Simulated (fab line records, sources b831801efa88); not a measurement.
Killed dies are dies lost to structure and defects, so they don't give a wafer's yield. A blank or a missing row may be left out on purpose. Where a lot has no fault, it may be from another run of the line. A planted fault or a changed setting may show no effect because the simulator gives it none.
A lot that was struck, set against a sound lot :: flow sky130 :: 43 steps out of a route of 708
Sound: wafers L376.4, L376.5, L376.6. Struck: wafer L391.1. (L391.2, L391.3 of the same lot were not struck and are left out.) The cause comes at the end.
Order at every step that has rows: each side's tool, ch and its chambers, its first start. Under that, the readings that differ: sound wafers :: struck wafers :: difference of the means :: sigmas: that difference in standard deviations of wafers without a fault.
alike: readings with means less than 2 such deviations apart, plus words and numbers identical on both sides. not compared: withheld readings, readings lacking a value on some wafer, bounds such as >300 that could conceal the same value, and numbers that have no deviation in the record and whose values overlap.
Wherever a step has rows on one side only, a row that says differs or no value, or a row with sigmas, the two part there. When numbers do not overlap yet have no deviation, they are printed without sigmas and do not part them. A reading that every wafer of one side lacks parts them only if that side has two wafers or more.

first, 1 step without rows for these wafers: SKY_VIA3_ETCH_15 (etches SiO2 in C4F8/O2/Ar, stops on TiN, target depth 507 nm, time 78 s).
SKY_VIA3_STRIP_16: strips in O2/N2.
  sound on plasma asher-01 ch 0,1, day 40 07:49; struck on plasma asher-01 ch 1, day 44 07:59
reading: rf hours counter h (h)
sound: - - -
struck: 28
difference: no value on the sound wafers
sigmas: 
  alike: drypump motor current A, oes product au, strip time to endpoint s
then, 3 steps without rows for these wafers: SKY_VIA3_STRIP_17 (strips in post etch residue remover, time 1200 s); SKY_VIA3_CLEAN_18 (cleans in IPA, time 180 s); SKY_VIA3_CLEAN_19 (cleans in O3/DIW).
SKY_VIA3_SPUTTER_20: material TiN, target thk 20 nm, time 80 s.
  sound: pvd sputter-01 at day 40 08:22; struck: pvd sputter-04 at day 44 08:34
  alike: throttle valve pct
then, 1 step without rows for these wafers: SKY_VIA3_CVD_21 (deposits W, target thk 390 nm, time 117.31 s).
SKY_VIA3_RS_MEAS_22: uses a four-point probe to measure.
  sound: film metro-03 at day 40 08:37; struck: film metro-03 at day 44 08:45
  alike: VIA3_W_RS
SKY_VIA3_THK_MEAS_23: measures by xrf.
  sound: film metro-03 at day 40 08:42; struck: film metro-03 at day 44 08:52
  alike: VIA3_W_THK
then, 3 steps without rows for these wafers: SKY_VIA3_CMP_24 (polishes, stops on SiO2, t overpolish 20 s, target thk 0 nm); SKY_METAL4_SPUTTER_00 (material Ti, target thk 15 nm, time 10 s); SKY_METAL4_SPUTTER_01 (material TiN, target thk 20 nm, time 16.7 s).
SKY_METAL4_SPUTTER_02: material AlCu, target thk 735 nm, time 39.1 s.
  sound: pvd sputter-01 at day 40 09:05; struck: pvd sputter-04 at day 44 09:17
  alike: throttle valve pct
then, 1 step without rows for these wafers: SKY_METAL4_SPUTTER_03 (material Ti, target thk 5 nm, time 3.3 s).
SKY_METAL4_SPUTTER_04: material TiN, target thk 70 nm, time 58.3 s.
  sound: pvd sputter-01 at day 40 09:08; struck: pvd sputter-04 at day 44 09:20
  alike: throttle valve pct
SKY_CAP2M_CVD_00: deposits SiO2, target thk 15.5 nm.
  sound on pecvd-04 ch 0,1,2, day 40 09:12; struck on pecvd-04 ch 1, day 44 09:23
  alike: heater power w
SKY_CAP2M_THK_MEAS_01:
  sound: film metro-02 at day 40 09:16; struck: film metro-01 at day 44 09:25
  alike: CAP2M_CVD_00_THK
then, 1 step without rows for these wafers: SKY_CAP2M_SPUTTER_02 (material TiN, target thk 200 nm, time 166.7 s).
SKY_CAP2M_RS_MEAS_03: uses a four-point probe to measure.
  sound: film metro-02 at day 40 09:28; struck: film metro-02 at day 44 09:35
  alike: CAP2M_TIN_RS
SKY_CAP2M_THK_MEAS_04: measures by xrf.
  sound: film metro-02 at day 40 09:33; struck: film metro-02 at day 44 09:42
  alike: CAP2M_TIN_THK
then, 7 steps without rows for these wafers: SKY_CAP2M_DEHYDRATE_05 (time 60 s); SKY_CAP2M_HMDS_06 (prime time 60 s); SKY_CAP2M_COAT_07 (resist thk 1140 nm); SKY_CAP2M_SOFTBAKE_08 (time 60 s); SKY_CAP2M_EXPOSE_09 (exposes mask CAP2M, target cd 1000 nm); SKY_CAP2M_PEB_10; SKY_CAP2M_DEVELOP_11 (develop time 60 s).
SKY_CAP2M_OVL_MEAS_12:
  sound: overlay-01 at day 41 09:44; struck: overlay-01 at day 45 07:26
  alike: CAP2M_OVL
then, 1 step without rows for these wafers: SKY_CAP2M_METAL_ETCH_13 (etches TiN in Cl2/BCl3, stops on SiO2, target depth 220 nm, time 62.9 s).
SKY_CAP2M_STRIP_14: strips in O2/N2.
  sound on plasma asher-04 ch 0,1, day 41 09:52; struck on plasma asher-04 ch 1, day 45 07:33
reading: rf hours counter h (h)
sound: - - -
struck: 94
difference: no value on the sound wafers
sigmas: 
  alike: drypump motor current A, oes product au, strip time to endpoint s
then, 11 steps without rows for these wafers: SKY_CAP2M_STRIP_15 (strips in post etch residue remover, time 1200 s); SKY_CAP2M_CLEAN_16 (cleans in IPA, time 180 s); SKY_CAP2M_CLEAN_17 (cleans in O3/DIW); SKY_METAL4_DEHYDRATE_05 (time 60 s); SKY_METAL4_HMDS_06 (prime time 60 s); SKY_METAL4_COAT_07 (resist thk 60 nm); SKY_METAL4_COAT_08 (resist thk 1140 nm); SKY_METAL4_SOFTBAKE_09 (time 90 s); SKY_METAL4_EXPOSE_10 (exposes mask MM4, target cd 300 nm); SKY_METAL4_PEB_11; SKY_METAL4_DEVELOP_12 (develop time 60 s).
SKY_METAL4_CD_MEAS_13: target cd 300 nm.
  sound: cd sem-02 at day 42 09:41; struck: cd sem-01 at day 46 04:07
  alike: cd nm
-- the record jumps here: 3 days lie between the struck wafers' starts before and after (it left off in module METAL4 and takes up again in module PAD_OPEN, whose first step shown is number 708 of the route) --
SKY_PAD_OPEN_PROBE_99:
  sound: prober-02 at day 46 07:31; struck: prober-02 at day 49 15:32
reading: defect limited yield (%)
sound: 82.5 85.4 82.5
struck: 76.2
difference: -7.3
sigmas: -4

reading: killed_at_M4_up
sound: 1 3 2
struck: 37
difference: +35
sigmas: +21

reading: killed dies
sound: 86 72 86
struck: 117
difference: +36
sigmas: +4

reading: killed on rim
sound: 18 15 16
struck: 31
difference: +15
sigmas: +4

reading: killed short
sound: 42 36 52
struck: 30
difference: -13
sigmas: -2

reading: sort_bin_3_pad_short (%)
sound: 0.6 1.0 1.0
struck: 3.3
difference: +2.4
sigmas: +6

reading: sort_bin_5_function (%)
sound: 12.4 9.6 9.6
struck: 15.4
difference: +4.9
sigmas: +3

reading: sort n pass
sound: 406 420 406
struck: 375
difference: -36
sigmas: -4

reading: sort yield pct (%)
sound: 82.5 85.4 82.5
struck: 76.2
difference: -7.3
sigmas: -4

reading: model.etest.tester.sort n pass
sound: 406 420 406
struck: 375
difference: -36
sigmas: 

reading: model.etest.tester.sort yield pct (%)
sound: 82.52 85.37 82.52
struck: 76.22
difference: -7.25
sigmas: 

reading: model.etest.tester.sort_bin_5_pct (%)
sound: 12.4 9.553 9.553
struck: 15.45
difference: +4.95
sigmas: 

reading: model.etest.tester.sort_bin_3_pct (%)
sound: 0.6098 1.016 1.016
struck: 3.252
difference: +2.371
sigmas: 
  alike: killed_at_M0_to_M3, killed at contacts, killed at front end, killed at other, killed open, sort_bin_6_memory

== WHERE THEY PART ==
First at SKY_VIA3_STRIP_16; last, within this record, at SKY_PAD_OPEN_PROBE_99.

WHY: the cause the simulator had injected
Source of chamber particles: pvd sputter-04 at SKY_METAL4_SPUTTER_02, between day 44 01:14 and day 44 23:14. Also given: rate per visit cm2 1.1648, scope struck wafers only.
